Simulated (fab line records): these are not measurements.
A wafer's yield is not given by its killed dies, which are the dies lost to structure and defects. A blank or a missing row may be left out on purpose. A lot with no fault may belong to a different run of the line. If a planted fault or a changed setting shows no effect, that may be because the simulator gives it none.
Matching of chambers / flow sky130 / 4 sister chambers for SKY_POLY_GATE_ETCH_17 on rie-si-02
The step etches poly-Si in HBr/Cl2, stops on SiO2, target depth 180 nm, time 70.5 s. 20 wafers are shown with their chamber, then 10 later ones without.

## WAFERS PAIRED WITH THEIR CHAMBERS
wafer=L074.1; chamber=2; drypump-motor-current-A (A)=4.8; oes-product-au (a.u.)=0.991; throttle-valve-pct (%)=33.699
wafer=L074.5; chamber=0; drypump-motor-current-A (A)=5.1; oes-product-au (a.u.)=0.991; throttle-valve-pct (%)=33.685
wafer=L074.6; chamber=1; drypump-motor-current-A (A)=5.5; oes-product-au (a.u.)=1.001; throttle-valve-pct (%)=33.669
wafer=L077.4; chamber=0; drypump-motor-current-A (A)=5.0; oes-product-au (a.u.)=0.980; throttle-valve-pct (%)=33.694
wafer=L077.5; chamber=2; drypump-motor-current-A (A)=4.8; oes-product-au (a.u.)=0.986; throttle-valve-pct (%)=33.685
wafer=L077.6; chamber=1; drypump-motor-current-A (A)=5.5; oes-product-au (a.u.)=0.993; throttle-valve-pct (%)=33.657
wafer=L080.1; chamber=1; drypump-motor-current-A (A)=5.5; oes-product-au (a.u.)=0.994; throttle-valve-pct (%)=33.698
wafer=L080.5; chamber=0; drypump-motor-current-A (A)=5.0; oes-product-au (a.u.)=0.984; throttle-valve-pct (%)=33.704
wafer=L080.6; chamber=3; drypump-motor-current-A (A)=4.8; oes-product-au (a.u.)=0.981; throttle-valve-pct (%)=33.699
wafer=L081.3; chamber=1; drypump-motor-current-A (A)=5.5; oes-product-au (a.u.)=0.992; throttle-valve-pct (%)=33.671
wafer=L081.4; chamber=3; drypump-motor-current-A (A)=4.8; oes-product-au (a.u.)=0.980; throttle-valve-pct (%)=33.684
wafer=L081.6; chamber=0; drypump-motor-current-A (A)=5.0; oes-product-au (a.u.)=0.979; throttle-valve-pct (%)=33.682
wafer=L087.2; chamber=3; drypump-motor-current-A (A)=4.8; oes-product-au (a.u.)=0.987; throttle-valve-pct (%)=33.682
wafer=L087.3; chamber=0; drypump-motor-current-A (A)=5.1; oes-product-au (a.u.)=0.974; throttle-valve-pct (%)=33.694
wafer=L087.6; chamber=3; drypump-motor-current-A (A)=4.8; oes-product-au (a.u.)=0.979; throttle-valve-pct (%)=33.681
wafer=L088.1; chamber=3; drypump-motor-current-A (A)=4.8; oes-product-au (a.u.)=0.981; throttle-valve-pct (%)=33.693
wafer=L088.2; chamber=0; drypump-motor-current-A (A)=5.1; oes-product-au (a.u.)=0.973; throttle-valve-pct (%)=33.680
wafer=L088.3; chamber=2; drypump-motor-current-A (A)=4.8; oes-product-au (a.u.)=0.980; throttle-valve-pct (%)=33.671
wafer=L090.1; chamber=0; drypump-motor-current-A (A)=5.1; oes-product-au (a.u.)=0.981; throttle-valve-pct (%)=33.686
wafer=L090.3; chamber=3; drypump-motor-current-A (A)=4.7; oes-product-au (a.u.)=0.983; throttle-valve-pct (%)=33.679

SIGNATURES, as means of the wafers listed above
reading=drypump-motor-current-A; chamber 0=5.057; chamber 1=5.500; chamber 2=4.800; chamber 3=4.783; scatter within a chamber=0.0399
reading=oes-product-au; chamber 0=0.98029; chamber 1=0.99500; chamber 2=0.98567; chamber 3=0.98183; scatter within a chamber=0.00484
reading=throttle-valve-pct; chamber 0=33.68929; chamber 1=33.67375; chamber 2=33.68500; chamber 3=33.68633; scatter within a chamber=0.0113
Rule: a wafer lies at a distance from a chamber equal to the root of the sum of squares, over the readings, of (its reading less the chamber's mean, divided by the reading's scatter). The wafer belongs to the nearest chamber; if the next one is less than 2 further off, it can't be placed. The scatter: the root of (the sum of the squares of (reading less its chamber's mean) over the shown wafers, divided by (wafers less chambers)).

## WAFERS WHOSE CHAMBER IS MISSING
wafer=L090.6; drypump-motor-current-A (A)=5.5; oes-product-au (a.u.)=0.987; throttle-valve-pct (%)=33.674
wafer=L092.2; drypump-motor-current-A (A)=4.8; oes-product-au (a.u.)=0.995; throttle-valve-pct (%)=33.702
wafer=L092.5; drypump-motor-current-A (A)=5.5; oes-product-au (a.u.)=0.991; throttle-valve-pct (%)=33.681
wafer=L092.6; drypump-motor-current-A (A)=5.1; oes-product-au (a.u.)=0.981; throttle-valve-pct (%)=33.680
wafer=L094.1; drypump-motor-current-A (A)=5.5; oes-product-au (a.u.)=0.987; throttle-valve-pct (%)=33.698
wafer=L094.4; drypump-motor-current-A (A)=5.5; oes-product-au (a.u.)=0.985; throttle-valve-pct (%)=33.687
wafer=L094.5; drypump-motor-current-A (A)=4.8; oes-product-au (a.u.)=0.983; throttle-valve-pct (%)=33.688
wafer=L096.2; drypump-motor-current-A (A)=5.0; oes-product-au (a.u.)=0.989; throttle-valve-pct (%)=33.688
wafer=L096.4; drypump-motor-current-A (A)=4.8; oes-product-au (a.u.)=0.993; throttle-valve-pct (%)=33.685
wafer=L096.5; drypump-motor-current-A (A)=4.8; oes-product-au (a.u.)=0.988; throttle-valve-pct (%)=33.692

## WHICH CHAMBER EACH ONE RAN IN
wafer=L090.6; from the rows above=1; in truth=1
wafer=L092.2; from the rows above=can't be placed: 2 or 3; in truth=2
wafer=L092.5; from the rows above=1; in truth=1
wafer=L092.6; from the rows above=0; in truth=0
wafer=L094.1; from the rows above=1; in truth=1
wafer=L094.4; from the rows above=1; in truth=1
wafer=L094.5; from the rows above=can't be placed: 3 or 2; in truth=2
wafer=L096.2; from the rows above=0; in truth=0
wafer=L096.4; from the rows above=can't be placed: 2 or 3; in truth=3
wafer=L096.5; from the rows above=can't be placed: 2 or 3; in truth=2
6 of 10 placed correctly. These rows do not allow placing 4 (true chamber among the candidates in 4). Number placed wrongly: 0.
